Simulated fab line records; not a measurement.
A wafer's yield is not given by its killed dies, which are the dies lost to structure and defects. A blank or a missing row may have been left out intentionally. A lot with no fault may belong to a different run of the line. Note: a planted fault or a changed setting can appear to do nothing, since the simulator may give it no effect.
Comparing a struck lot with a sound one | flow sky130 | 33 steps out of a route of 708
Sound: wafers L355.1, L355.3, L355.6. Struck: wafer L341.3 (L341.5, L341.6, from the same lot, were not struck and are left out); the cause is given at the end.
For every step that has rows: the tool of each side, followed by ch and its chambers, followed by its first start. Under that, the readings that differ: sound wafers | struck wafers | difference of the means | sigmas: that difference in standard deviations of wafers without a fault.
alike: a reading whose means differ by less than 2 such deviations, as well as words and numbers matching on both sides. not compared: withheld readings; readings where some wafer has no value; bounds like >300 that might hide an equal value; numbers whose values overlap and for which the record gives no deviation.
Wherever a step has rows on one side only, a row that says differs or no value, or a row with sigmas, the two part there. When numbers do not overlap yet have no deviation, they are printed without sigmas and do not part them. A reading that every wafer of one side lacks parts them only if that side has two wafers or more.

first, 8 steps without rows for these wafers: SKY_VIA1_ETCH_14 (etches BARC in N2/H2, stops on SiO2, time 45.9 s, target depth 60 nm); SKY_VIA1_ETCH_15 (etches SiO2 in C4F8/O2/Ar, stops on TiN, target depth 351 nm, time 54 s); SKY_VIA1_STRIP_16 (strips in O2/N2); SKY_VIA1_STRIP_17 (strips in post etch residue remover, time 1200 s); SKY_VIA1_CLEAN_18 (cleans in IPA, time 180 s); SKY_VIA1_CLEAN_19 (cleans in O3/DIW); SKY_VIA1_SPUTTER_20 (material TiN, target thk 20 nm, time 80 s); SKY_VIA1_CVD_21 (deposits W, target thk 270 nm, time 80.902 s).
SKY_VIA1_CMP_24: polishes, stops on SiO2, t overpolish 15 s, target thk 0 nm.
  sound on cmp-01 ch 1,3, day 41 16:49; struck on cmp-01 ch 0, day 37 03:20
  alike: motor current A, overpolish run s, retaining ring pressure frac, time to endpoint s
then, 23 steps without rows for these wafers: SKY_METAL2_SPUTTER_00 (material Ti, target thk 15 nm, time 10 s); SKY_METAL2_SPUTTER_01 (material TiN, target thk 20 nm, time 16.7 s); SKY_METAL2_SPUTTER_02 (material AlCu, target thk 250 nm, time 13.3 s); SKY_METAL2_SPUTTER_03 (material Ti, target thk 5 nm, time 3.3 s); SKY_METAL2_SPUTTER_04 (material TiN, target thk 70 nm, time 58.3 s); SKY_METAL2_DEHYDRATE_07 (time 60 s); SKY_METAL2_HMDS_08 (prime time 60 s); SKY_METAL2_COAT_09 (resist thk 60 nm); SKY_METAL2_COAT_10 (resist thk 450 nm); SKY_METAL2_SOFTBAKE_11 (time 90 s); SKY_METAL2_EXPOSE_12 (exposes mask MM2, target cd 140 nm); SKY_METAL2_PEB_13; SKY_METAL2_DEVELOP_14 (develop time 60 s); SKY_METAL2_DESCUM_17 (chemistry O2, time 8 s); SKY_METAL2_ETCH_18 (etches BARC in N2/H2, stops on SiO2, time 45.9 s, target depth 60 nm); SKY_METAL2_METAL_ETCH_19 (etches the open film in Cl2/BCl3, stops on SiO2, target depth 360 nm, time 78 s); SKY_METAL2_STRIP_20 (strips in O2/N2); SKY_METAL2_STRIP_21 (strips in post etch residue remover, time 1200 s); SKY_METAL2_CLEAN_22 (cleans in IPA, time 180 s); SKY_METAL2_CLEAN_23 (cleans in O3/DIW); SKY_VIA2_HDPCVD_00 (deposits SiO2, target thk 1180 nm, time 196.7 s); SKY_VIA2_CMP_02 (polishes SiO2); SKY_VIA2_DEHYDRATE_04 (time 60 s).
-- the record jumps here: 11 days lie between the struck wafers' starts before and after (it left off in module VIA2 and takes up again in module PAD_OPEN, whose first step shown is number 708 of the route) --
SKY_PAD_OPEN_PROBE_99:
  sound on prober-01, day 51 07:59; struck on prober-02, day 48 02:00
  reading                               | sound             | struck | difference | sigmas
  defect limited yield (%)              | 78.9 80.7 82.7    | 31.5   | -49.3      | -23
  killed_at_M0_to_M3                    | 64 45 39          | 303    | +254       | +34
  killed dies                           | 104 95 85         | 337    | +242       | +24
  killed on rim                         | 20 17 13          | 66     | +49        | +12
  killed open                           | 55 60 46          | 33     | -21        | -3
  sort_bin_3_pad_short (%)              | 1.0 0.8 0.8       | 6.1    | +5.2       | +13
  sort_bin_5_function (%)               | 13.8 10.6 10.0    | 45.9   | +34.4      | +20
  sort_bin_6_memory (%)                 | 6.3 7.9 6.5       | 16.5   | +9.6       | +9
  sort n pass                           | 388 397 407       | 155    | -242       | -24
  sort yield pct (%)                    | 78.9 80.7 82.7    | 31.5   | -49.3      | -23
  model.etest.tester.sort n pass        | 388 397 407       | 155    | -242       |
  model.etest.tester.sort yield pct (%) | 78.86 80.69 82.72 | 31.5   | -49.3      |
  model.etest.tester.sort_bin_5_pct (%) | 13.82 10.57 9.959 | 45.94  | +34.49     |
  model.etest.tester.sort_bin_6_pct (%) | 6.301 7.927 6.504 | 16.46  | +9.55      |
  model.etest.tester.sort_bin_3_pct (%) | 1.016 0.813 0.813 | 6.098  | +5.217     |
  alike: killed_at_M4_up, killed at contacts, killed at front end, killed at other, killed short

== WHERE THEY PART ==
Only at SKY_PAD_OPEN_PROBE_99, within this record.

WHY: whatever the simulator had introduced
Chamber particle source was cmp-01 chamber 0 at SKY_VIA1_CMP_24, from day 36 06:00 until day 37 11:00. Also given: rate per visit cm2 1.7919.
